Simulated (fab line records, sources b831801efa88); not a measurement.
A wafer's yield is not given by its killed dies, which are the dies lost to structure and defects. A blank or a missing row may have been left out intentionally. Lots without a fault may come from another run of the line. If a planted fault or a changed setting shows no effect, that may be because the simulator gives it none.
Problem report, 8D (eight disciplines) form, completed by code | flow sky130 | the parts of the form that need people (team, actions taken, sign-off) are left out

## 1. THE ISSUE
sort_bin_3_pad_short at SKY_PAD_OPEN_PROBE_99 reads a mean of 3.3 % on 8 wafers of 3 lots; wafers without a fault read 0.9 % with a standard deviation of 0.36. That is +6.6 standard deviations from the usual mean.
The first sign was on wafer L270.4 at day 49 03:02, on prober-02. Wafers with a number at this step in the record: 35, from 12 lots. Rule for "out" (also "out of limits"): further than 4 standard deviations from the usual mean. Any other wafer with a number is counted as sound.

## 2. WHAT IT IS, WHAT IT ISN'T
question                    | is                                       | is not
which readings at this step | sort_bin_3_pad_short, killed_at_M0_to_M3 | killed_at_M4_up, killed_at_contacts, killed_at_front_end, killed_at_other, killed_open, killed_short
which lots                  | L270, L271, L272                         | L259, L260, L261, L262, L264, L266, L267, L268, L269
which wafers of those lots  | all that have a number                   | -
read on which tools         | prober-01, prober-02                     | -
when                        | from day 49 03:02                        | up to then (27 sound wafers)

## 3. THE SUSPECTS, EACH WITH WHAT RULES IT OUT
Counting: a tool at a process step up to the reading stays a suspect if it ran every lot that is out and no sound lot after the first of them.
- hdpcvd-01 at SKY_VIA1_HDPCVD_00 (deposits SiO2, target thk 1030 nm, time 171.7 s): kept. Every lot that is out went through it, starting with L270 (day 37 07:14), and after that it ran no sound lot; the last sound lot it ran before then is L267 (day 36 08:41).
The count leaves hdpcvd-01 at SKY_VIA1_HDPCVD_00.

## 4. THE CAUSE (what the simulator had put in)
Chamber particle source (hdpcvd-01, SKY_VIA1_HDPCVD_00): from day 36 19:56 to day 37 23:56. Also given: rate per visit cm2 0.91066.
Only this tool survived the counting.

## 5. THE CHAIN OF EFFECTS, in route order
One row per reading whose mean, taken over the struck wafers that have a number, lies over 3 standard deviations from the usual. Scope: only readings with a usual standard deviation given in the record; hours: median across lots of the time from each lot's start at the first step in this table that gives one to its start at this step; sigmas: change in usual standard deviations.
hours | step                  | reading              | usual  | on struck wafers | change | sigmas
0     | SKY_PAD_OPEN_PROBE_99 | defect_limited_yield | 82.2 % | 72.0             | -10.2  | -4.9
0     | SKY_PAD_OPEN_PROBE_99 | killed_at_M0_to_M3   | 43     | 95               | +52    | +6.5
0     | SKY_PAD_OPEN_PROBE_99 | killed_dies          | 87     | 138              | +51    | +5.1
0     | SKY_PAD_OPEN_PROBE_99 | sort_bin_3_pad_short | 0.9 %  | 3.3              | +2.4   | +6.6
0     | SKY_PAD_OPEN_PROBE_99 | sort_bin_5_function  | 10.5 % | 17.1             | +6.6   | +4.4
0     | SKY_PAD_OPEN_PROBE_99 | sort_n_pass          | 405    | 354              | -51    | -5.1
0     | SKY_PAD_OPEN_PROBE_99 | sort_yield_pct       | 82.2 % | 72.0             | -10.2  | -4.9
The process steps in it:
- SKY_PAD_OPEN_PROBE_99

## 6. HOW IT WOULD HAVE BEEN CAUGHT EARLIER
In this record the first reading out of limits was taken at day 49 03:02, 295 hours after the fault began at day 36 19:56.
By day 49 03:02, every lot that is out (3) had started SKY_VIA1_HDPCVD_00 on hdpcvd-01. Holding the tool at that point would not have protected any of them.
